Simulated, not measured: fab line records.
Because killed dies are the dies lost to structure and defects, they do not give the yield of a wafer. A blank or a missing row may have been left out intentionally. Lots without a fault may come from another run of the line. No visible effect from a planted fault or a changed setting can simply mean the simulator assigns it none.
fab line records	flow sky130
record lots=24	wafers=72	lastDay=51
route steps=708 shown METAL2@487 METAL3@533 VIA3@586
lots with no fault: from the same line, run without faults
startH: the number of hours between the record's first day and the start of the first shown wafer of the lot	waitH: hours since the lot's step before	" as in the row above	L1.1+2: one row covering several wafers at once	- no value, or no start was given	* or withheld: withheld	< > ~ a bound
route shown NAME@n: NAME is a module with steps in the file, n the number in the route of the first one	usual: mean/standard deviation taken from wafers without a fault	same: alike in all rows	chamber/n: place in a boat	sites: the reading at each site	_std_site: the standard deviation of these	_edge_site: mean of outer sites minus mean of inner sites	radiusMm: for every site, how far away it sits from the centre of the wafer	mask NAME#n: copy n	behind: the tool/chamber that last shaped the wafer	hold: what put the lot on hold/how long, in hours/how the hold closed	device: which transistor (n, p or np) failed to switch	end of line: the route-end tests of the same wafers	a step with no rows: only its recipe	killed: not the wafer's yield, but the dies lost to structure and defects at the first sort	map: the dies of a wafer, with x for killed, . for not killed, _ for no die there
set.NAME: the setting as run; set.NAME@STEP: as run at that earlier step	model.NAME: the simulator's own value behind a step, which no gauge read
steps of the route over a sample of lots; a table a step, a row a wafer
services: a tool's chamber out of use, with start hour (startH, from the record's first day; less than 0 if before it), hours out, and reason
## steps
# step SKY_METAL2_SPUTTER_04
# recipe material=TiN	targetThkNm=70	powerW=6500	timeS=58.3	chamberPressurePa=0.4
# usual throttleValvePct=29.5/1
lot.wafer	tool	chamber	startH	waitH	throttleValvePct
L074.1	pvdSputter-03	-	811.29	0.0	30.5
L074.2	"	-	"	"	28.0
L074.6	"	-	"	"	28.0
L075.1	pvdSputter-02	-	824.31	0.0	30.1
L075.3	"	-	"	"	29.8
L075.6	"	-	"	"	29.9
L076.2	pvdSputter-02	-	827.81	0.0	30.0
L076.3	"	-	"	"	29.9
L076.6	"	-	"	"	29.9
L077.3	pvdSputter-01	-	833.75	0.0	30.1
L077.5	"	-	"	"	28.1
L077.6	"	-	"	"	30.1
L078.1	pvdSputter-02	-	854.65	0.0	30.9
L078.2	"	-	"	"	30.1
L078.6	"	-	"	"	31.1
L079.1	pvdSputter-02	-	859.39	0.0	30.1
L079.4	"	-	"	"	30.1
L079.6	"	-	"	"	30.0
L080.1	pvdSputter-02	-	866.03	0.0	31.1
L080.3	"	-	"	"	29.6
L080.5	"	-	"	"	30.8
L081.1	pvdSputter-02	-	868.86	0.0	30.0
L081.4	"	-	"	"	30.1
L081.5	"	-	"	"	29.9
L082.1	pvdSputter-01	-	884.91	0.0	30.1
L082.2	"	-	"	"	30.2
L082.5	"	-	"	"	30.3
L083.1	pvdSputter-02	-	886.25	0.0	29.9
L083.3	"	-	"	"	30.1
L083.5	"	-	"	"	30.9
L084.1	pvdSputter-03	-	889.00	0.0	28.1
L084.4	"	-	"	"	30.5
L084.6	"	-	"	"	29.0
L085.3	pvdSputter-01	-	893.71	0.0	30.0
L085.4	"	-	"	"	30.2
L085.6	"	-	"	"	30.2
L086.4	pvdSputter-01	-	907.66	0.0	30.3
L086.5	"	-	"	"	27.9
L086.6	"	-	"	"	30.6
L088.1	pvdSputter-03	-	914.08	0.0	30.6
L088.2	"	-	"	"	28.8
L088.3	"	-	"	"	28.3
L087.2	pvdSputter-01	-	916.99	0.0	28.4
L087.5	"	-	"	"	30.2
L087.6	"	-	"	"	27.8
L089.3	pvdSputter-02	-	917.29	0.0	29.7
L089.4	"	-	"	"	31.0
L089.6	"	-	"	"	29.6
L090.2	pvdSputter-01	-	926.14	0.0	30.0
L090.3	"	-	"	"	27.8
L090.5	"	-	"	"	30.5
L091.1	pvdSputter-01	-	930.69	0.0	30.1
L091.4	"	-	"	"	27.7
L091.5	"	-	"	"	27.8
L092.2	pvdSputter-02	-	938.78	0.0	30.8
L092.5	"	-	"	"	30.9
L092.6	"	-	"	"	29.9
L093.1	pvdSputter-03	-	944.80	0.0	28.2
L093.2	"	-	"	"	30.5
L093.4	"	-	"	"	29.0
L094.2	pvdSputter-03	-	948.48	0.0	30.6
L094.3	"	-	"	"	28.9
L094.6	"	-	"	"	28.8
L095.3	pvdSputter-01	-	956.25	0.0	28.4
L095.4	"	-	"	"	28.0
L095.5	"	-	"	"	30.3
L096.1	pvdSputter-02	-	963.90	0.0	30.9
L096.2	"	-	"	"	30.0
L096.4	"	-	"	"	29.6
L097.4	pvdSputter-01	-	974.08	0.0	27.7
L097.5	"	-	"	"	28.4
L097.6	"	-	"	"	30.2
# step SKY_METAL2_OVL_MEAS_16
# usual METAL2_OVL=6/6.3
lot.wafer	tool	chamber	startH	waitH	METAL2_OVL[nm]
L074.1	overlay-02	-	837.79	0.1	2
L074.2	"	-	"	"	7
L074.6	"	-	"	"	-4
L075.1	overlay-02	-	850.91	0.1	12
L075.3	"	-	"	"	3
L075.6	"	-	"	"	3
L076.2	overlay-01	-	855.82	0.1	-5
L076.3	"	-	"	"	5
L076.6	"	-	"	"	-3
L077.3	overlay-01	-	860.82	0.1	11
L077.5	"	-	"	"	16
L077.6	"	-	"	"	14
L078.1	overlay-01	-	881.94	0.1	1
L078.2	"	-	"	"	2
L078.6	"	-	"	"	4
L079.1	overlay-02	-	886.54	0.1	3
L079.4	"	-	"	"	-3
L079.6	"	-	"	"	6
L080.1	overlay-01	-	892.54	0.1	0
L080.3	"	-	"	"	0
L080.5	"	-	"	"	3
L081.1	overlay-02	-	895.69	0.1	4
L081.4	"	-	"	"	19
L081.5	"	-	"	"	6
L082.1	overlay-01	-	911.16	0.1	6
L082.2	"	-	"	"	8
L082.5	"	-	"	"	24
L083.1	overlay-01	-	912.76	0.1	-5
L083.3	"	-	"	"	-1
L083.5	"	-	"	"	4
L084.1	overlay-01	-	915.56	0.1	-5
L084.4	"	-	"	"	5
L084.6	"	-	"	"	8
L085.3	overlay-02	-	919.77	0.1	2
L085.4	"	-	"	"	7
L085.6	"	-	"	"	7
L086.4	overlay-01	-	933.18	0.1	-1
L086.5	"	-	"	"	0
L086.6	"	-	"	"	2
L088.1	overlay-01	-	940.11	0.1	2
L088.2	"	-	"	"	19
L088.3	"	-	"	"	6
L087.2	overlay-01	-	942.61	0.1	7
L087.5	"	-	"	"	13
L087.6	"	-	"	"	2
L089.3	overlay-01	-	942.82	0.1	4
L089.4	"	-	"	"	6
L089.6	"	-	"	"	8
L090.2	overlay-02	-	951.09	0.1	12
L090.3	"	-	"	"	10
L090.5	"	-	"	"	5
L091.1	overlay-01	-	956.51	0.1	5
L091.4	"	-	"	"	-7
L091.5	"	-	"	"	0
L092.2	overlay-01	-	963.76	0.1	7
L092.5	"	-	"	"	11
L092.6	"	-	"	"	10
L093.1	overlay-01	-	970.16	0.1	4
L093.2	"	-	"	"	4
L093.4	"	-	"	"	5
L094.2	overlay-02	-	974.46	0.1	-4
L094.3	"	-	"	"	-3
L094.6	"	-	"	"	-3
L095.3	overlay-02	-	981.55	0.1	21
L095.4	"	-	"	"	15
L095.5	"	-	"	"	14
L096.1	overlay-01	-	988.51	0.1	5
L096.2	"	-	"	"	8
L096.4	"	-	"	"	1
L097.4	overlay-01	-	999.06	0.1	11
L097.5	"	-	"	"	11
L097.6	"	-	"	"	9
# step SKY_METAL3_SPUTTER_01
# recipe material=TiN	targetThkNm=20	powerW=6500	timeS=16.7	chamberPressurePa=0.4
# usual throttleValvePct=29.9/1.4
lot.wafer	tool	chamber	startH	waitH	throttleValvePct
L074.1	pvdSputter-01	-	867.81	0.0	30.0
L074.2	"	-	"	"	30.2
L074.6	"	-	"	"	30.3
L075.1	pvdSputter-01	-	880.69	0.0	30.4
L075.3	"	-	"	"	27.8
L075.6	"	-	"	"	28.3
L076.2	pvdSputter-04	-	885.25	0.0	30.4
L076.3	"	-	"	"	29.5
L076.6	"	-	"	"	29.6
L077.3	pvdSputter-01	-	890.82	0.0	28.4
L077.5	"	-	"	"	30.5
L077.6	"	-	"	"	28.1
L078.1	pvdSputter-01	-	911.28	0.0	30.1
L078.2	"	-	"	"	27.8
L078.6	"	-	"	"	27.6
L079.1	pvdSputter-01	-	916.32	0.0	28.1
L079.4	"	-	"	"	30.2
L079.6	"	-	"	"	30.4
L080.1	pvdSputter-02	-	921.52	0.0	29.8
L080.3	"	-	"	"	30.9
L080.5	"	-	"	"	29.9
L081.1	pvdSputter-01	-	924.99	0.0	30.5
L081.4	"	-	"	"	28.0
L081.5	"	-	"	"	28.2
L082.1	pvdSputter-04	-	939.50	0.0	32.3
L082.2	"	-	"	"	30.8
L082.5	"	-	"	"	32.2
L083.1	pvdSputter-04	-	941.89	0.0	32.6
L083.3	"	-	"	"	30.7
L083.5	"	-	"	"	31.7
L084.1	pvdSputter-01	-	944.11	0.0	30.2
L084.4	"	-	"	"	30.5
L084.6	"	-	"	"	30.5
L085.3	pvdSputter-01	-	947.99	0.0	28.0
L085.4	"	-	"	"	30.6
L085.6	"	-	"	"	30.0
L086.4	pvdSputter-01	-	960.94	0.0	30.4
L086.5	"	-	"	"	30.4
L086.6	"	-	"	"	28.0
L088.1	pvdSputter-01	-	968.52	0.0	28.1
L088.2	"	-	"	"	28.5
L088.3	"	-	"	"	30.2
L087.2	pvdSputter-04	-	970.54	0.0	29.9
L087.5	"	-	"	"	32.5
L087.6	"	-	"	"	31.7
L089.3	pvdSputter-04	-	970.92	0.0	29.8
L089.4	"	-	"	"	31.6
L089.6	"	-	"	"	32.3
L090.2	pvdSputter-04	-	979.99	0.0	30.6
L090.3	"	-	"	"	31.5
L090.5	"	-	"	"	31.4
L091.1	pvdSputter-01	-	984.15	0.0	28.6
L091.4	"	-	"	"	27.8
L091.5	"	-	"	"	30.3
L092.2	pvdSputter-01	-	991.02	0.0	28.5
L092.5	"	-	"	"	30.2
L092.6	"	-	"	"	28.5
L093.1	pvdSputter-02	-	998.12	0.0	30.2
L093.2	"	-	"	"	29.8
L093.4	"	-	"	"	29.9
L094.2	pvdSputter-01	-	1001.39	0.0	30.3
L094.3	"	-	"	"	27.9
L094.6	"	-	"	"	28.2
L095.3	pvdSputter-02	-	1007.92	0.0	30.0
L095.4	"	-	"	"	29.7
L095.5	"	-	"	"	30.1
L096.1	pvdSputter-04	-	1016.63	0.0	29.6
L096.2	"	-	"	"	32.7
L096.4	"	-	"	"	29.4
L097.4	pvdSputter-04	-	1026.10	0.0	32.7
L097.5	"	-	"	"	29.4
L097.6	"	-	"	"	30.6
# step SKY_METAL3_CD_MEAS_13
# recipe targetCdNm=300
# usual cdNm=300.3/1.5
lot.wafer	tool	chamber	startH	waitH	cdNm
L074.1	cdSem-02	-	921.34	-	301.3
L074.2	"	-	"	"	301.1
L074.6	"	-	"	"	301.5
L075.1	cdSem-01	-	933.22	-	301.1
L075.3	"	-	"	"	300.8
L075.6	"	-	"	"	300.1
L076.2	cdSem-02	-	937.59	-	301.3
L076.3	"	-	"	"	301.2
L076.6	"	-	"	"	302.5
L077.3	cdSem-01	-	943.08	-	300.8
L077.5	"	-	"	"	300.5
L077.6	"	-	"	"	300.6
L078.1	cdSem-02	-	962.76	-	299.1
L078.2	"	-	"	"	298.8
L078.6	"	-	"	"	300.0
L079.1	cdSem-02	-	968.02	-	301.0
L079.4	"	-	"	"	300.7
L079.6	"	-	"	"	300.4
L080.1	cdSem-02	-	972.19	-	298.7
L080.3	"	-	"	"	299.3
L080.5	"	-	"	"	299.6
L081.1	cdSem-01	-	975.19	-	298.9
L081.4	"	-	"	"	297.6
L081.5	"	-	"	"	298.1
L082.1	cdSem-02	-	990.69	-	298.9
L082.2	"	-	"	"	299.1
L082.5	"	-	"	"	299.2
L083.1	cdSem-02	-	992.64	-	300.9
L083.3	"	-	"	"	300.3
L083.5	"	-	"	"	300.5
L084.1	cdSem-02	-	994.44	-	301.7
L084.4	"	-	"	"	299.8
L084.6	"	-	"	"	300.6
L085.3	cdSem-02	-	998.28	-	297.4
L085.4	"	-	"	"	298.2
L085.6	"	-	"	"	298.3
L086.4	cdSem-01	-	1010.70	-	298.9
L086.5	"	-	"	"	299.6
L086.6	"	-	"	"	299.3
L088.1	cdSem-01	-	1018.31	-	298.3
L088.2	"	-	"	"	297.9
L088.3	"	-	"	"	298.4
L087.2	cdSem-02	-	1019.46	-	302.4
L087.5	"	-	"	"	303.5
L087.6	"	-	"	"	303.0
L089.3	cdSem-02	-	1020.68	-	301.2
L089.4	"	-	"	"	300.8
L089.6	"	-	"	"	300.0
L090.2	cdSem-02	-	1027.89	-	301.5
L090.3	"	-	"	"	299.6
L090.5	"	-	"	"	300.3
L091.1	cdSem-02	-	1032.12	-	298.5
L091.4	"	-	"	"	299.0
L091.5	"	-	"	"	298.0
L092.2	cdSem-01	-	1040.06	-	300.7
L092.5	"	-	"	"	301.0
L092.6	"	-	"	"	300.1
L093.1	cdSem-02	-	1046.64	-	300.4
L093.2	"	-	"	"	299.7
L093.4	"	-	"	"	300.1
L094.2	cdSem-01	-	1049.89	-	303.1
L094.3	"	-	"	"	303.5
L094.6	"	-	"	"	301.4
L095.3	cdSem-02	-	1054.86	-	301.6
L095.4	"	-	"	"	302.3
L095.5	"	-	"	"	302.2
L096.1	cdSem-01	-	1064.17	-	303.0
L096.2	"	-	"	"	302.1
L096.4	"	-	"	"	303.6
L097.4	cdSem-01	-	1073.60	-	299.7
L097.5	"	-	"	"	298.5
L097.6	"	-	"	"	299.9
# step SKY_VIA3_OVL_MEAS_13
# usual VIA3_OVL=2/6.2
lot.wafer	tool	chamber	startH	waitH	VIA3_OVL[nm]
L074.1	overlay-01	-	948.11	0.1	8
L074.2	"	-	"	"	6
L074.6	"	-	"	"	3
L075.1	overlay-02	-	959.86	0.1	-3
L075.3	"	-	"	"	4
L075.6	"	-	"	"	8
L076.2	overlay-02	-	964.11	0.1	2
L076.3	"	-	"	"	-4
L076.6	"	-	"	"	-3
L077.3	overlay-02	-	970.12	0.1	1
L077.5	"	-	"	"	1
L077.6	"	-	"	"	-3
L078.1	overlay-02	-	989.04	0.1	11
L078.2	"	-	"	"	6
L078.6	"	-	"	"	13
L079.1	overlay-01	-	994.09	0.1	4
L079.4	"	-	"	"	6
L079.6	"	-	"	"	6
L080.1	overlay-02	-	999.39	0.1	12
L080.3	"	-	"	"	6
L080.5	"	-	"	"	9
L081.1	overlay-02	-	1000.66	0.1	7
L081.4	"	-	"	"	2
L081.5	"	-	"	"	6
L082.1	overlay-01	-	1016.36	0.1	-4
L082.2	"	-	"	"	5
L082.5	"	-	"	"	-12
L083.1	overlay-01	-	1018.31	0.1	2
L083.3	"	-	"	"	-1
L083.5	"	-	"	"	5
L084.1	overlay-02	-	1021.41	0.1	13
L084.4	"	-	"	"	8
L084.6	"	-	"	"	3
L085.3	overlay-01	-	1024.17	0.1	11
L085.4	"	-	"	"	-4
L085.6	"	-	"	"	-6
L086.4	overlay-02	-	1036.26	0.1	-6
L086.5	"	-	"	"	-4
L086.6	"	-	"	"	6
L088.1	overlay-01	-	1044.23	0.1	5
L088.2	"	-	"	"	4
L088.3	"	-	"	"	4
L087.2	overlay-01	-	1045.39	0.1	6
L087.5	"	-	"	"	8
L087.6	"	-	"	"	10
L089.3	overlay-01	-	1046.90	0.1	4
L089.4	"	-	"	"	2
L089.6	"	-	"	"	1
L090.2	overlay-02	-	1053.79	0.1	4
L090.3	"	-	"	"	5
L090.5	"	-	"	"	0
L091.1	overlay-01	-	1056.66	0.1	2
L091.4	"	-	"	"	-6
L091.5	"	-	"	"	-6
L092.2	overlay-02	-	1065.72	0.1	10
L092.5	"	-	"	"	17
L092.6	"	-	"	"	10
L093.1	overlay-01	-	1071.39	0.1	-5
L093.2	"	-	"	"	-1
L093.4	"	-	"	"	-2
L094.2	overlay-01	-	1073.84	0.1	-2
L094.3	"	-	"	"	0
L094.6	"	-	"	"	-3
L095.3	overlay-02	-	1078.35	0.1	-8
L095.4	"	-	"	"	-12
L095.5	"	-	"	"	-7
L096.1	overlay-01	-	1087.96	0.1	11
L096.2	"	-	"	"	9
L096.4	"	-	"	"	12
L097.4	overlay-02	-	1097.43	0.1	-5
L097.5	"	-	"	"	-3
L097.6	"	-	"	"	1
# step SKY_VIA3_SPUTTER_20
# recipe material=TiN	targetThkNm=20	chamberPressurePa=5	powerW=4000	timeS=80
# usual throttleValvePct=29.5/0.98
lot.wafer	tool	chamber	startH	waitH	throttleValvePct
L074.1	pvdSputter-01	-	948.84	0.0	30.2
L074.2	"	-	"	"	28.0
L074.6	"	-	"	"	27.8
L075.1	pvdSputter-02	-	960.59	0.0	29.8
L075.3	"	-	"	"	29.7
L075.6	"	-	"	"	29.8
L076.2	pvdSputter-01	-	964.84	0.0	27.8
L076.3	"	-	"	"	30.3
L076.6	"	-	"	"	27.8
L077.3	pvdSputter-01	-	970.84	0.0	30.2
L077.5	"	-	"	"	30.2
L077.6	"	-	"	"	28.2
L078.1	pvdSputter-02	-	989.85	0.0	30.9
L078.2	"	-	"	"	29.9
L078.6	"	-	"	"	29.7
L079.1	pvdSputter-03	-	994.83	0.0	28.7
L079.4	"	-	"	"	30.7
L079.6	"	-	"	"	30.9
L080.1	pvdSputter-01	-	1000.12	0.0	28.0
L080.3	"	-	"	"	30.2
L080.5	"	-	"	"	28.1
L081.1	pvdSputter-02	-	1001.73	0.0	30.8
L081.4	"	-	"	"	30.2
L081.5	"	-	"	"	30.0
L082.1	pvdSputter-02	-	1017.12	0.0	29.8
L082.2	"	-	"	"	30.7
L082.5	"	-	"	"	30.1
L083.1	pvdSputter-03	-	1019.04	0.0	30.6
L083.3	"	-	"	"	28.1
L083.5	"	-	"	"	29.0
L084.1	pvdSputter-03	-	1022.14	0.0	30.4
L084.4	"	-	"	"	28.6
L084.6	"	-	"	"	29.0
L085.3	pvdSputter-03	-	1025.32	0.0	29.1
L085.4	"	-	"	"	30.3
L085.6	"	-	"	"	29.0
L086.4	pvdSputter-03	-	1037.04	0.0	28.1
L086.5	"	-	"	"	28.2
L086.6	"	-	"	"	29.1
L088.1	pvdSputter-02	-	1044.96	0.0	30.0
L088.2	"	-	"	"	31.1
L088.3	"	-	"	"	30.0
L087.2	pvdSputter-02	-	1046.26	0.0	30.1
L087.5	"	-	"	"	30.0
L087.6	"	-	"	"	30.9
L089.3	pvdSputter-02	-	1047.62	0.0	30.1
L089.4	"	-	"	"	29.9
L089.6	"	-	"	"	31.0
L090.2	pvdSputter-03	-	1054.52	0.0	29.1
L090.3	"	-	"	"	28.2
L090.5	"	-	"	"	29.0
L091.1	pvdSputter-03	-	1057.40	0.0	28.9
L091.4	"	-	"	"	28.2
L091.5	"	-	"	"	30.6
L092.2	pvdSputter-02	-	1066.44	0.0	30.1
L092.5	"	-	"	"	30.3
L092.6	"	-	"	"	29.7
L093.1	pvdSputter-01	-	1072.38	0.0	27.8
L093.2	"	-	"	"	30.1
L093.4	"	-	"	"	30.1
L094.2	pvdSputter-01	-	1074.61	0.0	28.4
L094.3	"	-	"	"	27.8
L094.6	"	-	"	"	28.1
L095.3	pvdSputter-01	-	1079.07	0.0	28.0
L095.4	"	-	"	"	30.0
L095.5	"	-	"	"	27.7
L096.1	pvdSputter-01	-	1088.77	0.0	27.5
L096.2	"	-	"	"	30.0
L096.4	"	-	"	"	30.3
L097.4	pvdSputter-02	-	1098.23	0.0	31.1
L097.5	"	-	"	"	29.9
L097.6	"	-	"	"	29.8
## services
tool	chamber	startH	hours	kind
pvdSputter-03	-	853.48	12.7	repair
pvdSputter-01	0	853.66	-	consumableReplace:kit
pvdSputter-01	0	853.66	18.0	scheduledDown
pvdSputter-01	0	853.66	18.0	ventCycle
pvdSputter-01	-	884.99	2.0	repair
pvdSputter-02	-	887.82	1.0	repair
pvdSputter-03	-	889.66	6.3	repair
pvdSputter-02	2	915.28	-	consumableReplace:kit
pvdSputter-02	2	915.28	18.0	scheduledDown
pvdSputter-02	2	915.28	18.0	ventCycle
pvdSputter-04	-	918.84	2.8	repair
pvdSputter-03	0	958.13	-	consumableReplace:kit
pvdSputter-01	-	964.91	0.7	repair
pvdSputter-01	3	973.23	-	consumableReplace:kit
pvdSputter-01	3	973.23	18.0	scheduledDown
pvdSputter-01	3	973.23	18.0	ventCycle
pvdSputter-01	-	994.16	3.2	repair
pvdSputter-02	1	1033.76	-	consumableReplace:kit
pvdSputter-02	1	1033.76	18.0	scheduledDown
pvdSputter-02	1	1033.76	18.0	ventCycle
pvdSputter-01	2	1076.53	-	consumableReplace:kit
pvdSputter-01	2	1076.53	18.0	scheduledDown
pvdSputter-01	2	1076.53	18.0	ventCycle
pvdSputter-01	-	1082.95	1.1	repair
## key
fault none
